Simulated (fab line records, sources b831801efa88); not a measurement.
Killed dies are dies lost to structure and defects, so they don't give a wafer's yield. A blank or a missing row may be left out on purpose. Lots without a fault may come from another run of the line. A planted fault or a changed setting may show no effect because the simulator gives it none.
fab line records | flow sky130
record lots=11 wafers=33 last_day=50
route steps=708 shown CAPM@550 METAL4@632 PASSIVATION@692 PAD_OPEN@708
lots that met no fault: from a run of the same line without faults
start_h: hours from the record's first day to the start of the lot's first wafer shown | wait_h: hours since the lot's step before | " the same as in the row above | L1.1+2: a row that stands for several wafers | - no value, or no start given | * or withheld: withheld | < > ~ a bound
route shown NAME@n: a module of which the file shows steps, and the number in the route of the first | usual: mean/standard deviation of fault-free wafers | same: alike in all rows | chamber/n: place in a boat | sites: the reading at each site | _std_site: their standard deviation | _edge_site: outer sites' mean less inner sites' | radius_mm: how far each site lies from the wafer's centre | mask NAME#n: copy n | behind: the tool/chamber that last shaped the wafer | hold: why the lot was held/for how many hours/how that ended | device: the transistor (n, p or np) that didn't switch | end of line: the same wafers' tests at the end of the route | a step without rows: its recipe alone | killed: dies lost to structure and defects at the first sort, not the wafer's yield | map: a wafer's dies, x killed, . not, _ none there
set.NAME: the setting as run; set.NAME@STEP: as run at that earlier step | model.NAME: the simulator's own value behind a step, which no gauge read
steps of the route over a sample of lots; a table a step, a row a wafer
services: from which hour (start_h, from the record's first day; less than 0 if before it) a tool's chamber was out of use, for how many hours, and why
## steps
# step SKY_CAPM_METAL_ETCH_13
# recipe target_depth_nm=220 stop_on=SiO2 chemistry=Cl2/BCl3 target=TiN pressure_mtorr=10 icp_w=900 bias_w=48.5 Cl2_flow_sccm=60 bcl3_flow_sccm=30 time_s=62.9
# usual drypump_motor_current_A=5.65/0.27 mfc_cl2_sccm=60.00/0.17 oes_product_au=0.943/0.0084 throttle_valve_pct=21.900/0.0099
# columns lot.wafer tool chamber start_h wait_h drypump_motor_current_A mfc_cl2_sccm oes_product_au rf_hours_counter_h throttle_valve_pct
L312.1 rie_metal-01 1 891.03 0.0 5.10 60.04 0.950 18 21.917
L312.3 " 1 " " 5.09 59.99 0.942 - 21.903
L312.6 " 1 " " 5.10 59.90 0.946 - 21.901
L319.2 rie_metal-03 1 950.72 0.0 5.95 60.12 0.944 7 21.902
L319.4 " 1 " " 5.98 59.66 0.930 - 21.890
L319.5 " 0 " " 5.65 59.85 0.925 - 21.898
L320.1 rie_metal-01 0 969.52 0.0 5.61 59.83 0.942 11 21.914
L320.2 " 1 " " 5.11 60.10 0.959 1 21.891
L320.4 " 0 " " 5.59 59.89 0.946 - 21.902
L322.1 rie_metal-04 0 974.63 0.0 5.64 59.99 0.941 15 21.897
L322.2 " 1 " " 5.75 59.84 0.942 8 21.913
L322.3 " 1 " " 5.76 59.94 0.944 - 21.895
L323.1 rie_metal-01 0 980.97 0.0 5.61 60.11 0.936 12 21.913
L323.5 " 1 " " 5.12 60.13 0.949 - 21.882
L323.6 " 0 " " 5.63 59.91 0.938 - 21.918
L324.1 rie_metal-04 0 981.27 0.0 5.64 60.02 0.963 15 21.887
L324.5 " 0 " " 5.64 59.87 0.941 - 21.909
L324.6 " 1 " " 5.74 59.91 0.952 - 21.888
L325.4 rie_metal-04 1 982.26 0.0 5.75 59.85 0.939 - 21.899
L325.5 " 0 " " 5.64 59.76 0.943 - 21.912
L325.6 " 1 " " 5.75 59.90 0.947 - 21.909
L327.2 rie_metal-01 0 998.78 0.0 5.58 60.44 0.933 14 21.889
L327.3 " 1 " " 5.09 60.31 0.925 - 21.904
L327.5 " 1 " " 5.10 60.19 0.932 - 21.909
L328.2 rie_metal-01 1 1003.73 0.0 5.09 60.15 0.936 4 21.912
L328.3 " 1 " " 5.08 60.08 0.925 - 21.901
L328.5 " 0 " " 5.60 59.79 0.938 - 21.909
L334.2 rie_metal-03 1 1039.89 0.0 6.02 60.05 0.949 10 21.900
L334.3 " 0 " " 5.59 60.05 0.953 - 21.903
L334.5 " 0 " " 5.60 60.00 0.941 - 21.897
L335.1 rie_metal-03 0 1043.93 0.0 5.63 59.88 0.949 14 21.897
L335.4 " 1 " " 5.99 59.89 0.944 - 21.877
L335.5 " 0 " " 5.62 59.99 0.956 - 21.895
# step SKY_METAL4_ETCH_16
# recipe chemistry=N2/H2 target=BARC ion_energy_ev=200 bias_w=100 pressure_mtorr=30 n2_flow_sccm=100 h2_flow_sccm=200 icp_w=500 stop_on=SiO2 time_s=88.2 target_depth_a=600
# usual drypump_motor_current_A=5.8/0.37 oes_product_au=0.626/0.0049 throttle_valve_pct=13.204/0.0089
# columns lot.wafer tool chamber start_h wait_h drypump_motor_current_A oes_product_au rf_hours_counter_h throttle_valve_pct
L312.1 rie_metal-03 0 995.17 0.0 5.6 0.628 11 13.198
L312.3 " 0 " " 5.6 0.628 - 13.202
L312.6 " 0 " " 5.7 0.628 - 13.191
L319.2 rie_metal-02 0 1050.47 0.0 6.0 0.625 12 13.210
L319.4 " 0 " " 6.0 0.624 - 13.198
L319.5 " 1 " " 6.3 0.612 - 13.212
L320.1 rie_metal-03 0 1067.52 0.0 5.6 0.625 15 13.190
L320.2 " 1 " " 6.0 0.627 12 13.207
L320.4 " 1 " " 6.0 0.633 - 13.200
L322.1 rie_metal-03 1 1072.19 0.0 6.0 0.623 12 13.205
L322.2 " 0 " " 5.6 0.624 15 13.208
L322.3 " 0 " " 5.6 0.630 - 13.189
L323.1 rie_metal-02 1 1077.84 0.0 6.4 0.628 10 13.211
L323.5 " 1 " " 6.4 0.631 - 13.216
L323.6 " 0 " " 6.0 0.630 - 13.211
L324.1 rie_metal-03 1 1078.47 0.0 6.0 0.622 13 13.210
L324.5 " 1 " " 6.0 0.626 - 13.205
L324.6 " 0 " " 5.6 0.630 - 13.212
L325.4 rie_metal-01 0 1079.42 0.0 5.6 0.631 - 13.201
L325.5 " 0 " " 5.6 0.626 - 13.214
L325.6 " 1 " " 5.1 0.628 - 13.214
L327.2 rie_metal-01 1 1094.07 0.0 5.1 0.632 10 13.194
L327.3 " 1 " " 5.1 0.621 - 13.196
L327.5 " 1 " " 5.1 0.630 - 13.204
L328.2 rie_metal-03 1 1097.59 0.0 6.0 0.628 14 13.193
L328.3 " 0 " " 5.6 0.629 - 13.196
L328.5 " 0 " " 5.6 0.625 - 13.197
L334.2 rie_metal-01 1 1128.52 0.0 5.1 0.632 13 13.220
L334.3 " 1 " " 5.1 0.622 - 13.203
L334.5 " 0 " " 5.6 0.632 - 13.201
L335.1 rie_metal-01 0 1133.48 0.0 5.6 0.619 24 13.194
L335.4 " 0 " " 5.6 0.632 - 13.196
L335.5 " 0 " " 5.7 0.625 - 13.199
# step SKY_METAL4_ETCH_17
# recipe target=SiO2 stop_on=TiN chemistry=C4F8/O2/Ar source_w=1500 bias_w=1200 pressure_mtorr=40 c4f8_flow_sccm=withheld O2_flow_sccm=6 Ar_flow_sccm=300 time_s=3.9 target_depth_a=150
# usual oes_product_au=0.753/0.0067
# columns lot.wafer tool chamber start_h wait_h oes_product_au rf_hours_counter_h
L312.1 rie_diel-03 2 995.27 0.1 0.749 8
L312.3 " 0 " " 0.752 0
L312.6 " 1 " " 0.758 -
L319.2 rie_diel-03 0 1050.57 0.1 0.752 2
L319.4 " 2 " " 0.765 10
L319.5 " 3 " " 0.757 -
L320.1 rie_diel-03 0 1067.62 0.1 0.747 3
L320.2 " 3 " " 0.761 16
L320.4 " 1 " " 0.761 3
L322.1 rie_diel-02 2 1072.29 0.1 0.746 9
L322.2 " 1 " " 0.743 13
L322.3 " 3 " " 0.765 23
L323.1 rie_diel-03 2 1077.93 0.1 0.750 11
L323.5 " 3 " " 0.753 -
L323.6 " 0 " " 0.761 -
L324.1 rie_diel-02 3 1078.57 0.1 0.748 23
L324.5 " 3 " " 0.754 -
L324.6 " 0 " " 0.756 -
L325.4 rie_diel-03 1 1079.48 0.0 0.759 3
L325.5 " 2 " " 0.753 -
L325.6 " 3 " " 0.744 -
L327.2 rie_diel-03 0 1094.17 0.1 0.754 3
L327.3 " 1 " " 0.748 4
L327.5 " 3 " " 0.758 -
L328.2 rie_diel-03 2 1097.68 0.1 0.742 11
L328.3 " 0 " " 0.742 4
L328.5 " 3 " " 0.756 -
L334.2 rie_diel-04 1 1128.62 0.1 0.752 16
L334.3 " 3 " " 0.731 15
L334.5 " 1 " " 0.758 -
L335.1 rie_diel-04 1 1133.58 0.1 0.742 16
L335.4 " 2 " " 0.740 -
L335.5 " 1 " " 0.755 -
# step SKY_PASSIVATION_ETCH_11
# recipe chemistry=CF4/O2 target_depth_nm=725 stop_on=AlCu source_w=800 bias_w=150 pressure_mtorr=150 cf4_flow_sccm=80 O2_flow_sccm=10 time_s=161.1
# usual drypump_motor_current_A=5.9/0.56 oes_product_au=0.979/0.0076 throttle_valve_pct=5.963/0.0097
# columns lot.wafer tool chamber start_h wait_h drypump_motor_current_A oes_product_au rf_hours_counter_h throttle_valve_pct
L312.1 rie_diel-02 2 1066.98 - 6.1 0.968 9 5.956
L312.3 " 3 " " 5.5 0.968 23 5.959
L312.6 " 3 " " 5.5 0.983 - 5.951
L319.2 rie_diel-01 3 1117.98 - 6.0 0.980 20 5.960
L319.4 " 1 " " 5.8 0.991 0 5.966
L319.5 " 1 " " 5.8 0.977 - 5.976
L320.1 rie_diel-01 0 1133.55 - 6.7 0.976 13 5.962
L320.2 " 3 " " 5.9 0.994 21 5.956
L320.4 " 1 " " 5.8 0.982 1 5.966
L322.1 rie_diel-04 3 1137.73 - 6.2 0.985 15 5.963
L322.2 " 2 " " 6.1 0.973 13 5.961
L322.3 " 1 " " 6.7 0.990 17 5.966
L323.1 rie_diel-01 3 1143.38 - 5.9 0.970 21 5.964
L323.5 " 0 " " 6.6 0.982 - 5.959
L323.6 " 1 " " 5.8 0.980 - 5.972
L324.1 rie_diel-02 0 1143.85 - 5.0 0.973 21 5.953
L324.5 " 2 " " 6.2 0.977 - 5.960
L324.6 " 3 " " 5.5 0.988 - 5.965
L325.4 rie_diel-01 2 1144.73 - 6.4 0.994 25 5.959
L325.5 " 1 " " 5.8 0.986 - 5.972
L325.6 " 2 " " 6.4 0.982 - 5.960
L327.2 rie_diel-04 2 1157.88 - 6.1 0.992 14 5.961
L327.3 " 1 " " 6.7 0.980 18 5.974
L327.5 " 3 " " 6.1 0.987 - 5.982
L328.2 rie_diel-04 2 1160.75 - 6.1 0.974 14 5.946
L328.3 " 3 " " 6.1 0.986 16 5.971
L328.5 " 1 " " 6.7 0.984 - 5.959
L334.2 rie_diel-04 1 1187.03 - 6.7 0.975 19 5.967
L334.3 " 2 " " 6.1 0.988 15 5.964
L334.5 " 3 " " 6.1 0.979 - 5.964
L335.1 rie_diel-01 3 1191.18 - 6.0 0.975 23 5.948
L335.4 " 0 " " 6.6 0.987 16 5.957
L335.5 " 0 " " 6.7 0.979 - 5.967
# step SKY_PAD_OPEN_PROBE_99
# usual defect_limited_yield=82.3/2.2 killed_at_M0_to_M3=43/7.3 killed_at_M4_up=3.2/1.9 killed_at_contacts=25/5.4 killed_at_front_end=16/4.4 killed_at_other=0.4/0.66 killed_dies=87/11 killed_open=48/7.9 killed_short=39/6.5 sort_bin_3_pad_short=0.8/0.43 sort_bin_5_function=10.5/1.6 sort_bin_6_memory=6.4/1.2 sort_n_pass=405/11 sort_yield_pct=82.3/2.2
# same gross_dies=492 killed_at_back_side=0 sort_bin_4_leakage[%]=0 sort_bin_8_speed[%]=0
# columns lot.wafer tool chamber start_h wait_h defect_limited_yield[%] killed_at_M0_to_M3 killed_at_M4_up killed_at_contacts killed_at_front_end killed_at_other killed_dies killed_open killed_short sort_bin_3_pad_short[%] sort_bin_5_function[%] sort_bin_6_memory[%] sort_n_pass sort_yield_pct[%]
L312.1 prober-02 - 1090.82 0.1 79.3 49 6 27 20 0 102 54 47 0.6 11.0 9.1 390 79.3
L312.3 prober-02 - 1090.92 0.2 82.5 47 5 19 15 0 86 42 44 1.6 10.8 5.1 406 82.5
L312.6 prober-02 - 1091.07 0.2 79.3 57 4 29 12 0 102 55 45 0.8 12.8 7.1 390 79.3
L319.2 prober-01 - 1140.47 0.1 80.9 43 3 31 17 0 94 63 31 1.0 12.8 5.3 398 80.9
L319.4 prober-01 - 1140.57 0.2 78.7 56 6 28 15 0 105 56 49 1.2 12.4 7.7 387 78.7
L319.5 prober-01 - 1140.62 0.2 83.5 43 2 17 19 0 81 47 34 0 10.0 6.5 411 83.5
L320.1 prober-02 - 1155.27 0.1 82.3 47 4 18 18 0 87 53 31 0.4 10.4 6.9 405 82.3
L320.2 prober-02 - 1155.32 0.1 79.5 58 4 16 22 1 101 63 38 1.0 12.0 7.5 391 79.5
L320.4 prober-02 - 1155.42 0.2 84.8 43 4 11 17 0 75 33 40 1.6 8.7 4.9 417 84.8
L322.1 prober-02 - 1159.77 0.1 81.1 48 4 24 15 2 93 55 37 1.2 11.0 6.7 399 81.1
L322.2 prober-02 - 1159.82 0.1 81.3 47 0 29 15 1 92 45 47 0.4 10.6 7.7 400 81.3
L322.3 prober-02 - 1159.87 0.2 80.3 43 4 27 23 0 97 57 40 0.4 13.2 6.1 395 80.3
L323.1 prober-01 - 1165.02 0.1 83.1 39 1 26 16 1 83 47 36 0.6 10.8 5.5 409 83.1
L323.5 prober-01 - 1165.22 0.2 83.3 38 6 22 15 1 82 35 43 0.6 7.5 8.5 410 83.3
L323.6 prober-01 - 1165.27 0.2 84.1 37 3 28 10 0 78 47 31 0.2 9.1 6.5 414 84.1
L324.1 prober-02 - 1165.50 0.1 82.9 41 3 25 15 0 84 44 40 0.2 10.8 6.1 408 82.9
L324.5 prober-02 - 1165.70 0.2 85.0 34 0 23 17 0 74 39 35 0.8 9.1 5.1 418 85.0
L324.6 prober-02 - 1165.75 0.2 86.8 29 4 25 7 0 65 35 30 0.4 8.3 4.5 427 86.8
L325.4 prober-01 - 1166.77 0.2 82.7 47 3 22 12 1 85 44 40 0.8 11.6 4.9 407 82.7
L325.5 prober-01 - 1166.82 0.2 85.4 37 3 24 8 0 72 36 36 0.6 10.0 4.1 420 85.4
L325.6 prober-01 - 1166.87 0.2 79.5 57 9 19 16 0 101 51 50 1.0 10.2 9.3 391 79.5
L327.2 prober-01 - 1178.49 0.1 83.7 41 2 20 17 0 80 53 27 0.8 10.0 5.5 412 83.7
L327.3 prober-01 - 1178.54 0.2 70.1 46 5 21 18 57 147 36 54 4.3 18.7 6.9 345 70.1
L327.5 prober-01 - 1178.64 0.2 72.0 44 1 28 12 53 138 51 33 3.9 18.1 6.1 354 72.0
L328.2 prober-02 - 1179.98 0.1 71.1 40 4 23 17 58 142 47 37 4.5 16.7 7.7 350 71.1
L328.3 prober-02 - 1180.03 0.2 75.2 40 2 17 12 51 122 44 27 3.3 14.2 7.3 370 75.2
L328.5 prober-02 - 1180.13 0.2 82.1 46 3 25 12 2 88 49 38 0.6 9.6 7.7 404 82.1
L334.2 prober-02 - 1206.50 0.1 82.3 39 2 26 20 0 87 49 38 0.4 11.0 6.3 405 82.3
L334.3 prober-02 - 1206.55 0.2 82.3 40 5 24 18 0 87 43 44 0.8 10.6 6.3 405 82.3
L334.5 prober-02 - 1206.65 0.2 81.3 43 2 28 19 0 92 38 53 1.6 9.8 7.3 400 81.3
L335.1 prober-01 - 1209.79 0.1 81.9 50 2 20 15 2 89 46 43 0.8 10.6 6.7 403 81.9
L335.4 prober-01 - 1209.94 0.2 85.4 42 1 17 11 1 72 39 33 0.4 7.1 7.1 420 85.4
L335.5 prober-01 - 1209.99 0.2 79.7 57 1 29 13 0 100 48 52 0.8 11.6 7.9 392 79.7
# killed by level:class
L312.1 CONTACT:geometric_particle:open=11 VIA1:geometric_particle:open=10 METAL2:geometric_particle:short=9 METAL1:geometric_particle:short=8 VIA2:geometric_particle:open=8 LI_CONTACT:geometric_particle:open=7 FIELD_ISO:geometric_particle:short=6 VIA1:geometric_particle:short=5
L312.3 VIA1:geometric_particle:open=9 CONTACT:geometric_particle:open=8 VIA3:geometric_particle:open=8 METAL1:geometric_particle:short=7 VIA1:geometric_particle:short=7 FIELD_ISO:geometric_particle:open=6 FIELD_ISO:geometric_particle:short=6 CONTACT:geometric_particle:short=5
L312.6 VIA3:geometric_particle:open=11 VIA2:geometric_particle:open=11 CONTACT:geometric_particle:open=9 LI_CONTACT:geometric_particle:open=7 CONTACT:geometric_particle:short=7 VIA2:geometric_particle:short=7 VIA1:geometric_particle:open=7 FIELD_ISO:geometric_particle:open=6
L319.2 VIA1:geometric_particle:open=12 VIA2:geometric_particle:open=11 CONTACT:geometric_particle:open=9 VIA3:geometric_particle:open=8 LI_CONTACT:geometric_particle:open=7 LOCAL_INTERCONNECT:geometric_particle:short=6 FIELD_ISO:geometric_particle:short=5 CONTACT:geometric_particle:short=5
L319.4 VIA1:geometric_particle:open=14 CONTACT:geometric_particle:open=11 VIA1:geometric_particle:short=8 VIA3:geometric_particle:open=8 LI_CONTACT:geometric_particle:open=7 LOCAL_INTERCONNECT:geometric_particle:short=6 VIA2:geometric_particle:open=6 METAL4:geometric_particle:short=6
L319.5 VIA1:geometric_particle:open=14 CONTACT:geometric_particle:open=9 VIA2:geometric_particle:open=7 FIELD_ISO:geometric_particle:open=5 POLY_GATE:geometric_particle:open=5 FIELD_ISO:geometric_particle:short=4 POLY_GATE:geometric_particle:short=4 METAL1:geometric_particle:short=4
L320.1 VIA1:geometric_particle:open=12 VIA2:geometric_particle:open=9 CONTACT:geometric_particle:open=8 VIA3:geometric_particle:open=8 FIELD_ISO:geometric_particle:open=7 FIELD_ISO:geometric_particle:short=5 VIA1:geometric_particle:short=4 LI_CONTACT:geometric_particle:open=4
L320.2 VIA1:geometric_particle:open=17 VIA3:geometric_particle:open=9 POLY_GATE:geometric_particle:open=8 LI_CONTACT:geometric_particle:open=8 VIA1:geometric_particle:short=8 VIA2:geometric_particle:open=7 POLY_GATE:geometric_particle:short=6 FIELD_ISO:geometric_particle:short=4
L320.4 FIELD_ISO:geometric_particle:open=7 METAL1:geometric_particle:short=7 FIELD_ISO:geometric_particle:short=6 VIA1:geometric_particle:open=5 VIA2:geometric_particle:open=5 VIA3:geometric_particle:open=5 METAL4:geometric_particle:short=4 CONTACT:geometric_particle:short=4
L322.1 VIA3:geometric_particle:open=10 VIA1:geometric_particle:open=9 LI_CONTACT:geometric_particle:open=8 CONTACT:geometric_particle:open=8 VIA2:geometric_particle:open=8 FIELD_ISO:geometric_particle:open=7 FIELD_ISO:geometric_particle:short=5 LOCAL_INTERCONNECT:geometric_particle:short=5
L322.2 FIELD_ISO:geometric_particle:short=10 CONTACT:geometric_particle:open=10 VIA1:geometric_particle:open=9 CONTACT:geometric_particle:short=8 VIA3:geometric_particle:open=8 LI_CONTACT:geometric_particle:open=6 METAL1:geometric_particle:short=6 VIA2:geometric_particle:open=5
L322.3 VIA1:geometric_particle:open=11 CONTACT:geometric_particle:open=10 FIELD_ISO:geometric_particle:open=9 VIA3:geometric_particle:open=8 FIELD_ISO:geometric_particle:short=7 LI_CONTACT:geometric_particle:open=7 CONTACT:geometric_particle:short=6 VIA1:geometric_particle:short=6
L323.1 LI_CONTACT:geometric_particle:open=9 CONTACT:geometric_particle:open=8 VIA1:geometric_particle:open=8 METAL2:geometric_particle:short=7 POLY_GATE:geometric_particle:open=7 METAL1:geometric_particle:short=5 FIELD_ISO:geometric_particle:open=4 VIA2:geometric_particle:open=4
L323.5 METAL2:geometric_particle:short=9 CONTACT:geometric_particle:open=9 CONTACT:geometric_particle:short=7 VIA1:geometric_particle:open=7 FIELD_ISO:geometric_particle:open=6 VIA3:geometric_particle:open=6 METAL1:geometric_particle:short=4 VIA2:geometric_particle:open=4
L323.6 CONTACT:geometric_particle:open=13 VIA1:geometric_particle:open=10 LI_CONTACT:geometric_particle:open=9 VIA1:geometric_particle:short=6 METAL2:geometric_particle:short=5 FIELD_ISO:geometric_particle:short=4 VIA2:geometric_particle:short=4 VIA3:geometric_particle:open=4
L324.1 VIA2:geometric_particle:open=8 LI_CONTACT:geometric_particle:open=7 VIA1:geometric_particle:open=6 VIA3:geometric_particle:open=6 POLY_GATE:geometric_particle:open=5 LI_CONTACT:geometric_particle:short=5 METAL2:geometric_particle:short=5 CONTACT:geometric_particle:short=5
L324.5 LI_CONTACT:geometric_particle:open=7 CONTACT:geometric_particle:open=7 VIA1:geometric_particle:open=7 POLY_GATE:geometric_particle:short=6 VIA1:geometric_particle:short=5 VIA3:geometric_particle:open=5 VIA2:geometric_particle:open=5 LOCAL_INTERCONNECT:geometric_particle:short=4
L324.6 CONTACT:geometric_particle:open=10 LI_CONTACT:geometric_particle:open=7 VIA3:geometric_particle:open=6 CONTACT:geometric_particle:short=5 METAL1:geometric_particle:short=4 METAL3:geometric_particle:short=4 LOCAL_INTERCONNECT:geometric_particle:short=3 VIA1:geometric_particle:open=3
L325.4 VIA1:geometric_particle:open=9 METAL2:geometric_particle:short=7 VIA2:geometric_particle:open=7 VIA3:geometric_particle:open=6 FIELD_ISO:geometric_particle:open=5 FIELD_ISO:geometric_particle:short=5 LI_CONTACT:geometric_particle:open=5 CONTACT:geometric_particle:short=5
L325.5 VIA1:geometric_particle:open=12 CONTACT:geometric_particle:open=8 LOCAL_INTERCONNECT:geometric_particle:short=6 METAL1:geometric_particle:short=6 LI_CONTACT:geometric_particle:open=5 VIA3:geometric_particle:open=4 METAL3:geometric_particle:short=4 LI_CONTACT:geometric_particle:short=3
L325.6 VIA1:geometric_particle:open=15 METAL2:geometric_particle:short=9 CONTACT:geometric_particle:short=7 CONTACT:geometric_particle:open=7 VIA3:geometric_particle:open=6 VIA2:geometric_particle:open=6 METAL4:geometric_particle:short=6 POLY_GATE:geometric_particle:short=5
L327.2 VIA2:geometric_particle:open=11 VIA1:geometric_particle:open=9 LI_CONTACT:geometric_particle:open=8 FIELD_ISO:geometric_particle:open=6 CONTACT:geometric_particle:open=6 METAL2:geometric_particle:short=5 VIA3:geometric_particle:open=5 FIELD_ISO:geometric_particle:short=4
L327.3 CAPM:unspecified=57 VIA1:geometric_particle:open=11 FIELD_ISO:geometric_particle:short=8 METAL3:geometric_particle:short=6 METAL1:geometric_particle:short=5 LI_CONTACT:geometric_particle:open=5 VIA2:geometric_particle:open=5 CONTACT:geometric_particle:short=5
L327.5 CAPM:unspecified=53 LI_CONTACT:geometric_particle:open=13 VIA1:geometric_particle:open=10 VIA3:geometric_particle:open=10 CONTACT:geometric_particle:open=7 METAL2:geometric_particle:short=5 METAL1:geometric_particle:short=5 VIA2:geometric_particle:short=4
L328.2 CAPM:unspecified=58 CONTACT:geometric_particle:open=10 VIA3:geometric_particle:open=8 FIELD_ISO:geometric_particle:short=5 VIA1:geometric_particle:open=5 CONTACT:geometric_particle:short=4 POLY_GATE:geometric_particle:open=4 LI_CONTACT:geometric_particle:open=4
L328.3 CAPM:unspecified=51 VIA3:geometric_particle:open=9 VIA1:geometric_particle:open=9 CONTACT:geometric_particle:open=8 METAL1:geometric_particle:short=7 FIELD_ISO:geometric_particle:open=4 LI_CONTACT:geometric_particle:open=4 VIA1:geometric_particle:short=4
L328.5 VIA1:geometric_particle:open=13 CONTACT:geometric_particle:open=8 LI_CONTACT:geometric_particle:open=7 CONTACT:geometric_particle:short=7 METAL1:geometric_particle:short=7 VIA3:geometric_particle:open=6 FIELD_ISO:geometric_particle:short=4 METAL3:geometric_particle:short=3
L334.2 VIA1:geometric_particle:open=10 CONTACT:geometric_particle:open=9 VIA2:geometric_particle:open=7 POLY_GATE:geometric_particle:short=6 LI_CONTACT:geometric_particle:short=6 LI_CONTACT:geometric_particle:open=5 FIELD_ISO:geometric_particle:open=4 VIA3:geometric_particle:short=4
L334.3 CONTACT:geometric_particle:open=10 VIA3:geometric_particle:open=8 METAL1:geometric_particle:short=7 POLY_GATE:geometric_particle:open=6 CONTACT:geometric_particle:short=6 VIA1:geometric_particle:open=6 METAL2:geometric_particle:short=5 FIELD_ISO:geometric_particle:short=4
L334.5 METAL2:geometric_particle:short=11 CONTACT:geometric_particle:open=8 POLY_GATE:geometric_particle:short=6 LI_CONTACT:geometric_particle:short=6 VIA1:geometric_particle:open=6 VIA3:geometric_particle:open=6 LI_CONTACT:geometric_particle:open=5 FIELD_ISO:geometric_particle:short=5
L335.1 VIA1:geometric_particle:open=13 VIA2:geometric_particle:open=7 METAL2:geometric_particle:short=7 METAL1:geometric_particle:short=6 CONTACT:geometric_particle:open=6 VIA1:geometric_particle:short=6 CONTACT:geometric_particle:short=4 POLY_GATE:geometric_particle:open=4
L335.4 VIA1:geometric_particle:open=12 VIA3:geometric_particle:open=7 LI_CONTACT:geometric_particle:open=6 POLY_GATE:geometric_particle:short=4 LOCAL_INTERCONNECT:geometric_particle:short=4 METAL1:geometric_particle:short=4 VIA1:geometric_particle:short=4 VIA3:geometric_particle:short=4
L335.5 LI_CONTACT:geometric_particle:open=9 CONTACT:geometric_particle:open=8 VIA1:geometric_particle:short=8 VIA2:geometric_particle:open=8 VIA1:geometric_particle:open=7 VIA2:geometric_particle:short=7 FIELD_ISO:geometric_particle:open=6 METAL1:geometric_particle:short=6
## services
# columns tool chamber start_h hours kind
rie_diel-01 1 870.50 6.3 repair
rie_diel-04 - 885.84 0.4 repair
rie_diel-01 1 893.08 2.8 repair
rie_diel-04 1 894.89 9.6 repair
rie_diel-03 1 904.82 6.8 repair
rie_diel-04 3 948.95 4.6 repair
rie_diel-04 1 971.16 2.1 repair
rie_metal-03 - 977.13 14.6 pm
rie_diel-03 2 987.63 4.0 repair
rie_metal-01 - 996.34 1.4 pm
rie_diel-04 0 1004.30 4.7 repair
rie_diel-03 - 1022.84 2.8 pm
rie_metal-03 - 1039.23 0.6 repair
rie_diel-04 - 1072.54 4.3 pm
rie_diel-04 0 1080.64 104.3 repair
rie_diel-04 - 1099.86 1.1 repair
rie_diel-03 3 1118.87 3.9 repair
rie_diel-04 3 1132.93 3.4 repair
rie_metal-01 0 1138.88 10.9 repair
rie_metal-01 1 1143.19 13.2 repair
rie_diel-03 3 1165.52 11.0 repair
rie_diel-04 2 1167.64 4.5 repair
rie_metal-01 - 1181.84 3.6 repair
rie_metal-01 - 1185.38 0.2 repair
## key
first_sign step=SKY_PAD_OPEN_PROBE_99 reading=killed_at_other direction=up sigmas=54 usual=0.4 struck=54.8
effect step=SKY_PAD_OPEN_PROBE_99 reading=sort_bin_3_pad_short direction=up sigmas=7.3 usual=0.8 struck=4.0
met_at SKY_CAPM_METAL_ETCH_13
struck_lots L327,L328
struck_wafers L327.3,L327.5,L328.2,L328.3
not_acting_at SKY_METAL4_ETCH_16,SKY_METAL4_ETCH_17,SKY_PASSIVATION_ETCH_11
onset_between 980.97 998.78
fault kind=chamber_particle_source tool=rie_metal-01 chamber=1 onset_h=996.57 steps=SKY_CAPM_METAL_ETCH_13 rate_per_visit_cm2=1.2485 end_h=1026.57
